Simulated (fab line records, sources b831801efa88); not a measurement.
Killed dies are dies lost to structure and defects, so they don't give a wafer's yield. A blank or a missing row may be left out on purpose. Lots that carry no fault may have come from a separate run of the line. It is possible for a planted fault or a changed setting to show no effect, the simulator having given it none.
Chamber matching -- flow sfq_line -- SFQ_TRILAYER_I0_DEP_PECVD_027 on pecvd-02: 3 sister chambers
The step deposits SiO2 from SiH4/N2O, time 111.11 s, target thk 500 nm. 18 wafers are shown with their chamber, then 9 later ones without.

EACH WAFER AND ITS CHAMBER
wafer,chamber,showerhead_vpp_V (V),heater_power_w (W),throttle_valve_pct (%)
L660.4,1,858,104,23.7
L660.5,0,907,74,23.2
L660.6,2,791,50,23.0
L662.3,2,795,49,22.8
L662.4,1,857,99,23.7
L662.6,2,814,52,23.1
L663.1,0,907,73,23.3
L663.2,1,867,105,23.8
L663.4,0,907,78,23.1
L665.2,1,850,93,23.6
L665.5,0,911,61,23.1
L665.6,1,853,96,24.0
L667.1,0,894,63,23.5
L667.3,2,792,47,23.3
L667.6,1,861,100,24.2
L673.2,1,853,105,24.2
L673.5,2,791,48,23.5
L673.6,1,853,109,24.4

SIGNATURES, as means of the wafers listed above
reading,chamber 0,chamber 1,chamber 2,scatter within a chamber
showerhead_vpp_V,905.20,856.50,796.60,7.16
heater_power_w,69.80,101.38,49.20,5.36
throttle_valve_pct,23.240,23.950,23.140,0.259
Rule: for each reading, subtract the chamber's mean from the wafer's reading, divide by that reading's scatter and square the result; add these up over the readings and take the root, which gives the wafer's distance from the chamber. If the next closest chamber is less than 2 further off than the closest, the wafer can't be placed; otherwise it belongs to the closest. The scatter is the square root of a quotient: the sum, over the shown wafers, of each reading's squared deviation from its chamber's mean, divided by wafers minus chambers.

WAFERS MISSING THEIR CHAMBER
wafer,showerhead_vpp_V (V),heater_power_w (W),throttle_valve_pct (%)
L675.2,889,74,23.3
L675.4,856,105,24.4
L675.6,798,48,23.1
L676.4,800,42,23.3
L676.5,909,63,23.7
L676.6,874,102,24.4
L677.1,911,76,23.6
L677.4,904,62,23.8
L677.5,859,101,24.3

THE CHAMBER EACH PASSED THROUGH
wafer,from the rows above,in truth
L675.2,0,0
L675.4,1,1
L675.6,2,2
L676.4,2,2
L676.5,0,0
L676.6,1,1
L677.1,0,0
L677.4,0,0
L677.5,1,1
Placed correctly: 9 of 9. Number that these rows cannot place: 0. Number placed wrongly: 0.
